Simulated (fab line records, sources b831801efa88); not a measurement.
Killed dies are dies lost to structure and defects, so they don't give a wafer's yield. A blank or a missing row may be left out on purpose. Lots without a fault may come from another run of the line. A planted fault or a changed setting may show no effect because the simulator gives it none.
fab line records | flow sky130
record lots=5 wafers=15 last_day=49
route steps=708 shown NWELL@58
lots that met no fault: from a run of the same line without faults
start_h: hours from the record's first day to the start of the lot's first wafer shown | wait_h: hours since the lot's step before | " the same as in the row above | L1.1+2: a row that stands for several wafers | - no value, or no start given | * or withheld: withheld | < > ~ a bound
route shown NAME@n: a module of which the file shows steps, and the number in the route of the first | usual: mean/standard deviation of fault-free wafers | same: alike in all rows | chamber/n: place in a boat | sites: the reading at each site | _std_site: their standard deviation | _edge_site: outer sites' mean less inner sites' | radius_mm: how far each site lies from the wafer's centre | mask NAME#n: copy n | behind: the tool/chamber that last shaped the wafer | hold: why the lot was held/for how many hours/how that ended | device: the transistor (n, p or np) that didn't switch | end of line: the same wafers' tests at the end of the route | a step without rows: its recipe alone | killed: dies lost to structure and defects at the first sort, not the wafer's yield | map: a wafer's dies, x killed, . not, _ none there
set.NAME: the setting as run; set.NAME@STEP: as run at that earlier step | model.NAME: the simulator's own value behind a step, which no gauge read
lots at some steps of the route; a table a step, a row a wafer
services: from which hour (start_h, from the record's first day; less than 0 if before it) a tool's chamber was out of use, for how many hours, and why
## steps
# step SKY_NWELL_COAT_05
# recipe spin_rpm=2000 resist_thk_nm=3000
# usual chill_plate_temp_C=23.02/0.12
# columns lot.wafer tool chamber start_h wait_h chill_plate_temp_C
L077.2 litho_track-03 0 95.53 0.1 22.96
L077.3 " 0 " " 22.79
L077.5 " 0 " " 22.99
L085.2 litho_track-03 0 141.23 0.1 23.15
L085.3 " 0 " " 23.26
L085.4 " 0 " " 23.24
L088.1 litho_track-04 0 155.43 0.1 23.09
L088.2 " 0 " " 22.88
L088.3 " 0 " " 23.06
L089.4 litho_track-04 0 161.85 0.1 22.99
L089.5 " 0 " " 23.02
L089.6 " 0 " " 23.02
L093.1 litho_track-04 0 185.78 0.1 22.96
L093.3 " 0 " " 22.90
L093.5 " 0 " " 22.81
# step SKY_NWELL_SOFTBAKE_06
# recipe temp_c=110 time_s=withheld
# usual chill_plate_temp_C=23.00/0.1
# columns lot.wafer tool chamber start_h wait_h chill_plate_temp_C
L077.2 litho_track-03 0 95.69 0.1 23.02
L077.3 " 0 " " 23.06
L077.5 " 0 " " 23.00
L085.2 litho_track-03 0 141.39 0.1 22.76
L085.3 " 0 " " 22.73
L085.4 " 0 " " 22.67
L088.1 litho_track-04 0 155.58 0.1 22.91
L088.2 " 0 " " 23.08
L088.3 " 0 " " 23.00
L089.4 litho_track-04 0 162.03 0.1 23.14
L089.5 " 0 " " 23.10
L089.6 " 0 " " 23.19
L093.1 litho_track-04 0 185.93 0.1 22.86
L093.3 " 0 " " 22.98
L093.5 " 0 " " 22.93
# step SKY_NWELL_EXPOSE_07
# recipe mask_id=NWM na=0.6 source_shape=conventional sigma_outer=0.6 polarization=unpolarized target_cd_nm=840 dose_mj=255
# usual stage_vel_mm_s=499.93/0.27
# columns lot.wafer tool chamber start_h wait_h mask stage_vel_mm_s
L077.2 iline_stepper-02 0 - - NWM#0 500.23
L077.3 " 0 " " NWM#0 500.04
L077.5 " 0 " " NWM#0 499.75
L085.2 iline_stepper-02 0 - - NWM#0 499.92
L085.3 " 0 " " NWM#0 499.66
L085.4 " 0 " " NWM#0 500.35
L088.1 iline_stepper-02 0 - - NWM#0 499.73
L088.2 " 0 " " NWM#0 499.79
L088.3 " 0 " " NWM#0 499.86
L089.4 iline_stepper-01 0 - - NWM#0 500.11
L089.5 " 0 " " NWM#0 499.65
L089.6 " 0 " " NWM#0 500.01
L093.1 iline_stepper-01 0 - - NWM#0 500.15
L093.3 " 0 " " NWM#0 499.97
L093.5 " 0 " " NWM#0 499.89
# step SKY_NWELL_PEB_08
# recipe temp_c=115 time_s=withheld
# usual chill_plate_temp_C=23.00/0.1
# columns lot.wafer tool chamber start_h wait_h chill_plate_temp_C
L077.2 litho_track-04 0 - - 22.90
L077.3 " 0 " " 22.96
L077.5 " 0 " " 22.98
L085.2 litho_track-04 0 - - 23.04
L085.3 " 0 " " 22.96
L085.4 " 0 " " 23.00
L088.1 litho_track-03 0 - - 22.96
L088.2 " 0 " " 23.05
L088.3 " 0 " " 22.99
L089.4 litho_track-01 0 - - 22.90
L089.5 " 0 " " 22.95
L089.6 " 0 " " 23.00
L093.1 litho_track-04 0 - - 22.90
L093.3 " 0 " " 23.07
L093.5 " 0 " " 22.89
# step SKY_NWELL_DEVELOP_09
# recipe wall_angle_deg=90 developer=TMAH develop_time_s=60 dev_temp_c=23
# usual chill_plate_temp_C=22.98/0.11 developer_temp_C=23.00/0.11
# columns lot.wafer tool chamber start_h wait_h chill_plate_temp_C developer_temp_C
L077.2 litho_track-04 0 - - 22.96 22.89
L077.3 " 0 " " 23.07 23.00
L077.5 " 0 " " 23.03 23.17
L085.2 litho_track-04 0 - - 22.78 23.07
L085.3 " 0 " " 23.00 23.02
L085.4 " 0 " " 22.86 23.19
L088.1 litho_track-03 0 - - 22.81 23.18
L088.2 " 0 " " 22.81 22.98
L088.3 " 0 " " 22.82 22.99
L089.4 litho_track-01 0 - - 23.12 23.17
L089.5 " 0 " " 23.20 23.16
L089.6 " 0 " " 23.04 23.08
L093.1 litho_track-04 0 - - 23.15 22.90
L093.3 " 0 " " 23.23 22.96
L093.5 " 0 " " 22.94 23.01
# step SKY_NWELL_OVL_MEAS_10
# usual NWELL_00_OVL=-0.4/1.3
# columns lot.wafer tool chamber start_h wait_h NWELL_00_OVL[nm]
L077.2 overlay-02 - 104.64 - -2.9
L077.3 " - " " -2.0
L077.5 " - " " -0.4
L085.2 overlay-02 - 151.39 - 1.0
L085.3 " - " " -0.7
L085.4 " - " " 0.3
L088.1 overlay-01 - 165.36 - 0.5
L088.2 " - " " 0.5
L088.3 " - " " -0.5
L089.4 overlay-02 - 172.06 - 0.2
L089.5 " - " " -0.2
L089.6 " - " " 1.5
L093.1 overlay-01 - 197.28 - 0.0
L093.3 " - " " -0.6
L093.5 " - " " -0.1
# step SKY_NWELL_IMPLANT_11
# recipe species=P energy_kev=400 dose_cm2=1.9e+13 tilt_deg=withheld
# usual beam_on_s=9.99/0.2
# columns lot.wafer tool chamber start_h wait_h beam_on_s
L077.2 implanter-01 0 104.69 0.0 9.90
L077.3 " 0 " " 10.13
L077.5 " 0 " " 10.06
L085.2 implanter-03 0 151.44 0.0 9.53
L085.3 " 0 " " 9.94
L085.4 " 0 " " 9.63
L088.1 implanter-03 0 165.39 0.0 10.03
L088.2 " 0 " " 9.86
L088.3 " 0 " " 10.18
L089.4 implanter-03 0 172.15 0.1 10.03
L089.5 " 0 " " 10.09
L089.6 " 0 " " 10.07
L093.1 implanter-03 0 197.31 0.0 9.94
L093.3 " 0 " " 10.11
L093.5 " 0 " " 10.35
# step SKY_NWELL_IMPLANT_12
# recipe species=P energy_kev=120 dose_cm2=1.3e+12 tilt_deg=withheld
# usual beam_on_s=9.98/0.2
# columns lot.wafer tool chamber start_h wait_h beam_on_s
L077.2 implanter-01 0 104.84 0.1 10.04
L077.3 " 0 " " 9.82
L077.5 " 0 " " 9.88
L085.2 implanter-03 0 151.59 0.1 10.00
L085.3 " 0 " " 10.00
L085.4 " 0 " " 10.07
L088.1 implanter-03 0 165.54 0.1 10.14
L088.2 " 0 " " 9.75
L088.3 " 0 " " 10.22
L089.4 implanter-03 0 172.30 0.1 9.88
L089.5 " 0 " " 9.85
L089.6 " 0 " " 9.75
L093.1 implanter-03 0 197.46 0.1 10.10
L093.3 " 0 " " 10.02
L093.5 " 0 " " 9.77
# step SKY_NWELL_IMPLANT_13
# recipe species=P energy_kev=50 dose_cm2=7e+11 tilt_deg=withheld
# usual beam_on_s=10.04/0.2
# columns lot.wafer tool chamber start_h wait_h beam_on_s
L077.2 implanter-01 0 104.99 0.1 10.14
L077.3 " 0 " " 10.36
L077.5 " 0 " " 10.00
L085.2 implanter-03 0 151.74 0.1 10.03
L085.3 " 0 " " 10.34
L085.4 " 0 " " 10.13
L088.1 implanter-03 0 165.69 0.1 9.93
L088.2 " 0 " " 9.99
L088.3 " 0 " " 9.97
L089.4 implanter-03 0 172.45 0.1 10.31
L089.5 " 0 " " 10.23
L089.6 " 0 " " 9.94
L093.1 implanter-03 0 197.61 0.1 9.91
L093.3 " 0 " " 9.88
L093.5 " 0 " " 10.16
# step SKY_NWELL_STRIP_14
# recipe chemistry=O2/N2 power_w=1400 pressure_mtorr=1500 platen_temp_c=withheld o2_flow_sccm=3000 n2_flow_sccm=300 overash_fraction=0.5
# usual drypump_motor_current_A=5.6/0.39 n2_flow_sccm=299.9/0.98 oes_product_au=0.722/0.0042 strip_time_to_endpoint_s=36.97/0.11
# columns lot.wafer tool chamber start_h wait_h drypump_motor_current_A n2_flow_sccm oes_product_au rf_hours_counter_h strip_time_to_endpoint_s
L077.2 plasma_asher-01 0 105.12 0.1 5.8 298.8 0.728 44 36.98
L077.3 " 1 " " 5.7 300.0 0.726 - 37.05
L077.5 " 0 " " 5.8 299.6 0.719 - 37.06
L085.2 plasma_asher-03 1 151.87 0.1 5.0 300.1 0.719 3 37.01
L085.3 " 0 " " 6.1 300.9 0.720 - 36.91
L085.4 " 1 " " 4.9 299.9 0.726 - 36.94
L088.1 plasma_asher-03 1 165.84 0.1 4.9 302.0 0.719 5 36.95
L088.2 " 0 " " 6.1 300.6 0.725 5 36.87
L088.3 " 1 " " 5.0 300.2 0.722 - 36.91
L089.4 plasma_asher-01 0 172.56 0.1 5.8 300.4 0.723 - 36.90
L089.5 " 0 " " 5.8 301.1 0.723 - 36.87
L089.6 " 1 " " 5.6 297.8 0.724 - 36.83
L093.1 plasma_asher-03 1 197.76 0.1 5.0 299.5 0.716 8 36.97
L093.3 " 0 " " 6.1 300.9 0.719 - 36.78
L093.5 " 1 " " 5.0 299.4 0.719 - 37.05
# step SKY_NWELL_TW_MEAS_15
# usual NWELL_TW=1823/20
# columns lot.wafer tool chamber start_h wait_h NWELL_TW
L077.2 film_metro-01 - 105.23 0.1 1805
L077.3 " - " " 1817
L077.5 " - " " 1811
L085.2 film_metro-03 - 151.98 0.1 1844
L085.3 " - " " 1842
L085.4 " - " " 1856
L088.1 film_metro-03 - 165.94 0.1 1833
L088.2 " - " " 1847
L088.3 " - " " 1849
L089.4 film_metro-04 - 172.66 0.1 1796
L089.5 " - " " 1799
L089.6 " - " " 1790
L093.1 film_metro-03 - 197.86 0.1 1847
L093.3 " - " " 1853
L093.5 " - " " 1851
# step SKY_NWELL_DEHYDRATE_16
# recipe temp_c=200 time_s=60
# usual chill_plate_temp_C=23.01/0.094
# columns lot.wafer tool chamber start_h wait_h chill_plate_temp_C
L077.2 litho_track-01 0 113.96 8.7 23.19
L077.3 " 0 " " 23.14
L077.5 " 0 " " 23.04
L085.2 litho_track-01 0 160.91 8.9 22.87
L085.3 " 0 " " 22.93
L085.4 " 0 " " 23.09
L088.1 litho_track-01 0 175.64 9.7 23.00
L088.2 " 0 " " 23.06
L088.3 " 0 " " 23.07
L089.4 litho_track-04 0 182.20 9.5 23.04
L089.5 " 0 " " 22.96
L089.6 " 0 " " 22.90
L093.1 litho_track-04 0 207.83 10.0 22.90
L093.3 " 0 " " 22.88
L093.5 " 0 " " 22.99
# step SKY_NWELL_HMDS_17
# recipe prime_time_s=60 prime_temp_c=120
# usual chill_plate_temp_C=23.00/0.098
# columns lot.wafer tool chamber start_h wait_h chill_plate_temp_C
L077.2 litho_track-01 0 114.11 0.1 22.77
L077.3 " 0 " " 23.02
L077.5 " 0 " " 23.04
L085.2 litho_track-01 0 161.06 0.1 22.77
L085.3 " 0 " " 22.89
L085.4 " 0 " " 22.79
L088.1 litho_track-01 0 175.79 0.1 23.09
L088.2 " 0 " " 23.00
L088.3 " 0 " " 22.90
L089.4 litho_track-04 0 182.35 0.1 23.08
L089.5 " 0 " " 23.19
L089.6 " 0 " " 23.05
L093.1 litho_track-04 0 207.98 0.1 23.04
L093.3 " 0 " " 23.10
L093.5 " 0 " " 23.01
# step SKY_NWELL_COAT_18
# recipe spin_rpm=2000 resist_thk_nm=3000
# usual chill_plate_temp_C=22.99/0.11
# columns lot.wafer tool chamber start_h wait_h chill_plate_temp_C
L077.2 litho_track-01 0 114.26 0.1 23.16
L077.3 " 0 " " 22.99
L077.5 " 0 " " 23.01
L085.2 litho_track-01 0 161.21 0.1 23.14
L085.3 " 0 " " 22.94
L085.4 " 0 " " 23.00
L088.1 litho_track-01 0 175.94 0.1 23.08
L088.2 " 0 " " 23.17
L088.3 " 0 " " 23.06
L089.4 litho_track-04 0 182.50 0.1 23.01
L089.5 " 0 " " 22.96
L089.6 " 0 " " 22.94
L093.1 litho_track-04 0 208.13 0.1 22.96
L093.3 " 0 " " 22.86
L093.5 " 0 " " 22.86
# step SKY_NWELL_SOFTBAKE_19
# recipe temp_c=110 time_s=withheld
# usual chill_plate_temp_C=23.01/0.098
# columns lot.wafer tool chamber start_h wait_h chill_plate_temp_C
L077.2 litho_track-01 0 114.42 0.1 23.04
L077.3 " 0 " " 23.21
L077.5 " 0 " " 23.07
L085.2 litho_track-01 0 161.37 0.1 23.00
L085.3 " 0 " " 23.03
L085.4 " 0 " " 23.06
L088.1 litho_track-01 0 176.09 0.1 23.10
L088.2 " 0 " " 23.03
L088.3 " 0 " " 23.12
L089.4 litho_track-04 0 182.68 0.1 22.97
L089.5 " 0 " " 23.04
L089.6 " 0 " " 23.29
L093.1 litho_track-04 0 208.28 0.1 23.07
L093.3 " 0 " " 22.99
L093.5 " 0 " " 22.90
# step SKY_NWELL_EXPOSE_20
# recipe mask_id=NWM_COMPLEMENT na=0.6 source_shape=conventional sigma_outer=0.6 polarization=unpolarized target_cd_nm=840 dose_mj=260
# usual stage_vel_mm_s=499.99/0.23
# columns lot.wafer tool chamber start_h wait_h mask stage_vel_mm_s
L077.2 iline_stepper-01 0 - - NWM_COMPLEMENT#0 500.07
L077.3 " 0 " " NWM_COMPLEMENT#0 499.86
L077.5 " 0 " " NWM_COMPLEMENT#0 499.78
L085.2 iline_stepper-02 0 - - NWM_COMPLEMENT#0 499.96
L085.3 " 0 " " NWM_COMPLEMENT#0 500.47
L085.4 " 0 " " NWM_COMPLEMENT#0 499.98
L088.1 iline_stepper-02 0 - - NWM_COMPLEMENT#0 499.98
L088.2 " 0 " " NWM_COMPLEMENT#0 500.02
L088.3 " 0 " " NWM_COMPLEMENT#0 500.02
L089.4 iline_stepper-02 0 - - NWM_COMPLEMENT#0 499.60
L089.5 " 0 " " NWM_COMPLEMENT#0 500.17
L089.6 " 0 " " NWM_COMPLEMENT#0 499.94
L093.1 iline_stepper-01 0 - - NWM_COMPLEMENT#0 499.75
L093.3 " 0 " " NWM_COMPLEMENT#0 499.83
L093.5 " 0 " " NWM_COMPLEMENT#0 499.94
# step SKY_NWELL_PEB_21
# recipe temp_c=115 time_s=withheld
# usual chill_plate_temp_C=23.01/0.1
# columns lot.wafer tool chamber start_h wait_h chill_plate_temp_C
L077.2 litho_track-03 0 - - 22.96
L077.3 " 0 " " 23.02
L077.5 " 0 " " 23.09
L085.2 litho_track-01 0 - - 22.92
L085.3 " 0 " " 22.86
L085.4 " 0 " " 23.03
L088.1 litho_track-03 0 - - 22.87
L088.2 " 0 " " 22.92
L088.3 " 0 " " 22.87
L089.4 litho_track-04 0 - - 23.10
L089.5 " 0 " " 23.08
L089.6 " 0 " " 23.00
L093.1 litho_track-04 0 - - 23.00
L093.3 " 0 " " 22.97
L093.5 " 0 " " 23.01
# step SKY_NWELL_DEVELOP_22
# recipe wall_angle_deg=90 developer=TMAH develop_time_s=60 dev_temp_c=23
# usual chill_plate_temp_C=22.97/0.1 developer_temp_C=22.99/0.1
# columns lot.wafer tool chamber start_h wait_h chill_plate_temp_C developer_temp_C
L077.2 litho_track-03 0 - - 22.85 22.99
L077.3 " 0 " " 22.85 22.90
L077.5 " 0 " " 22.79 23.02
L085.2 litho_track-01 0 - - 22.95 23.15
L085.3 " 0 " " 22.96 22.95
L085.4 " 0 " " 22.85 22.93
L088.1 litho_track-03 0 - - 23.27 23.06
L088.2 " 0 " " 22.97 23.11
L088.3 " 0 " " 22.90 22.97
L089.4 litho_track-04 0 - - 23.11 22.92
L089.5 " 0 " " 22.93 22.90
L089.6 " 0 " " 22.98 22.95
L093.1 litho_track-04 0 - - 23.14 22.99
L093.3 " 0 " " 23.06 22.81
L093.5 " 0 " " 22.96 23.01
# step SKY_NWELL_OVL_MEAS_23
# usual NWELL_01_OVL=-0.2/1.7
# columns lot.wafer tool chamber start_h wait_h NWELL_01_OVL[nm]
L077.2 overlay-02 - 123.96 - -1.3
L077.3 " - " " -1.8
L077.5 " - " " 0.4
L085.2 overlay-02 - 171.70 - 1.0
L085.3 " - " " -0.1
L085.4 " - " " 0.3
L088.1 overlay-02 - 186.86 - -2.8
L088.2 " - " " -2.3
L088.3 " - " " -2.6
L089.4 overlay-02 - 193.20 - -0.3
L089.5 " - " " -1.8
L089.6 " - " " -1.5
L093.1 overlay-02 - 220.13 - -2.4
L093.3 " - " " -2.4
L093.5 " - " " -3.3
# step SKY_NWELL_IMPLANT_24
# recipe species=B energy_kev=140 dose_cm2=9.2e+12 tilt_deg=withheld
# usual beam_on_s=10.00/0.17
# columns lot.wafer tool chamber start_h wait_h beam_on_s
L077.2 implanter-01 0 124.02 0.0 10.12
L077.3 " 0 " " 9.80
L077.5 " 0 " " 10.03
L085.2 implanter-04 0 171.75 0.0 9.94
L085.3 " 0 " " 10.18
L085.4 " 0 " " 9.86
L088.1 implanter-01 0 186.89 0.0 9.73
L088.2 " 0 " " 10.18
L088.3 " 0 " " 9.89
L089.4 implanter-01 0 193.29 0.1 9.98
L089.5 " 0 " " 10.10
L089.6 " 0 " " 10.21
L093.1 implanter-04 0 220.16 0.0 9.95
L093.3 " 0 " " 9.63
L093.5 " 0 " " 9.92
# step SKY_NWELL_STRIP_25
# recipe chemistry=O2/N2 power_w=1400 pressure_mtorr=1500 platen_temp_c=withheld o2_flow_sccm=3000 n2_flow_sccm=300 overash_fraction=0.5
# usual drypump_motor_current_A=5.6/0.43 n2_flow_sccm=300.0/0.93 oes_product_au=0.722/0.0047 strip_time_to_endpoint_s=36.94/0.1
# columns lot.wafer tool chamber start_h wait_h drypump_motor_current_A n2_flow_sccm oes_product_au rf_hours_counter_h strip_time_to_endpoint_s
L077.2 plasma_asher-04 1 124.14 0.1 5.3 299.1 0.723 45 36.95
L077.3 " 0 " " 5.4 299.4 0.726 - 36.87
L077.5 " 1 " " 5.3 300.8 0.716 - 36.90
L085.2 plasma_asher-04 0 171.88 0.1 5.4 302.1 0.724 50 36.91
L085.3 " 0 " " 5.4 300.1 0.719 - 36.90
L085.4 " 1 " " 5.3 299.8 0.720 - 36.87
L088.1 plasma_asher-04 1 187.04 0.1 5.3 300.7 0.723 52 37.02
L088.2 " 0 " " 5.4 300.3 0.727 52 36.96
L088.3 " 1 " " 5.3 300.4 0.717 - 36.97
L089.4 plasma_asher-01 0 193.40 0.1 5.9 300.2 0.718 - 37.22
L089.5 " 0 " " 5.9 301.3 0.722 - 37.03
L089.6 " 1 " " 5.7 300.2 0.724 - 36.98
L093.1 plasma_asher-03 1 220.31 0.1 5.0 299.5 0.723 11 36.87
L093.3 " 0 " " 6.1 301.4 0.734 - 36.84
L093.5 " 1 " " 5.0 300.8 0.718 - 36.92
## services
# columns tool chamber start_h hours kind
litho_track-01 - 80.25 - consumable_replace:filter
litho_track-03 - 81.13 - consumable_replace:filter
plasma_asher-04 - 85.72 2.8 pm
implanter-04 - 85.85 2.6 repair
iline_stepper-01 - 85.92 2.1 pm
iline_stepper-01 - 88.00 - consumable_replace:lamp
plasma_asher-03 - 108.75 9.0 pm
plasma_asher-03 0 108.75 9.0 vent_cycle
plasma_asher-03 1 108.75 9.0 vent_cycle
plasma_asher-03 0 117.75 - clean
plasma_asher-03 1 117.75 - clean
plasma_asher-04 - 120.33 2.6 repair
plasma_asher-04 - 138.46 0.5 repair
implanter-03 - 142.49 0.9 repair
iline_stepper-02 - 152.03 - consumable_replace:lamp
plasma_asher-04 - 152.22 0.4 repair
implanter-03 - 156.65 5.1 repair
iline_stepper-02 0 160.47 - calibration
iline_stepper-01 - 168.76 1.7 pm
plasma_asher-01 - 172.65 14.6 pm
implanter-01 - 174.63 3.8 repair
iline_stepper-02 - 201.23 1.7 pm
plasma_asher-03 - 212.21 0.8 repair
## key
fault none
